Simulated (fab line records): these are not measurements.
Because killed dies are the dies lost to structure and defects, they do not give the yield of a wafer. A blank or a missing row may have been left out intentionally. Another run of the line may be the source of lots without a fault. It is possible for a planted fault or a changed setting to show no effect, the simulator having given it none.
Chamber matching | flow gf180mcu | 4 sister chambers for GF_V2_CMP_26 on cmp-02
The step polishes, stops on SiO2, t overpolish 15 s, target thk 0 nm. 8 wafers are shown with their chamber, then 12 later ones without.

EACH WAFER AND ITS CHAMBER
wafer  | chamber | motor current A (A) | time to endpoint s (s)
L079.6 | 2       | 13.7                | 80
L083.4 | 2       | 13.7                | 80
L086.1 | 0       | 12.5                | 84
L086.3 | 3       | 13.0                | 88
L086.6 | 1       | 9.5                 | 88
L087.1 | 1       | 9.4                 | 90
L087.5 | 3       | 12.3                | 87
L087.6 | 0       | 12.5                | 84

WAFERS WITH NO CHAMBER GIVEN
wafer  | motor current A (A) | time to endpoint s (s)
L088.1 | 12.5                | 84
L088.3 | 11.9                | 90
L088.5 | 8.9                 | 86
L089.1 | 8.9                 | 86
L089.3 | 14.0                | 81
L089.4 | 12.7                | 81
L091.1 | 12.0                | 80
L091.4 | 13.3                | 75
L091.6 | 11.9                | 84
L092.4 | 13.3                | 79
L092.5 | 12.1                | 87
L092.6 | 12.4                | 86

CHAMBER TAKEN BY EACH
wafer  | from the rows above     | in truth
L088.1 | 0                       | 0
L088.3 | 3                       | 3
L088.5 | 1                       | 1
L089.1 | 1                       | 1
L089.3 | 2                       | 2
L089.4 | can't be placed: 0 or 2 | 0
L091.1 | can't be placed: 0 or 2 | 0
L091.4 | 2                       | 2
L091.6 | 0                       | 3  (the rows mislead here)
L092.4 | 2                       | 2
L092.5 | can't be placed: 3 or 0 | 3
L092.6 | can't be placed: 3 or 0 | 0
Placed correctly: 7 of 12. From these rows, 4 cannot be placed; in 4 the true chamber is one of the candidates. Number placed wrongly: 1.
How it was worked out, from the rows above alone: a wafer's distance from a chamber is the root of the sum, over the readings, of the square of ((its reading less the chamber's mean) divided by the reading's scatter). If the next closest chamber is less than 2 further off than the closest, the wafer can't be placed; otherwise it belongs to the closest. For every chamber, the mean is computed from those of its wafers that are shown. The scatter is the square root of a quotient: the sum, over the shown wafers, of each reading's squared deviation from its chamber's mean, divided by wafers minus chambers.
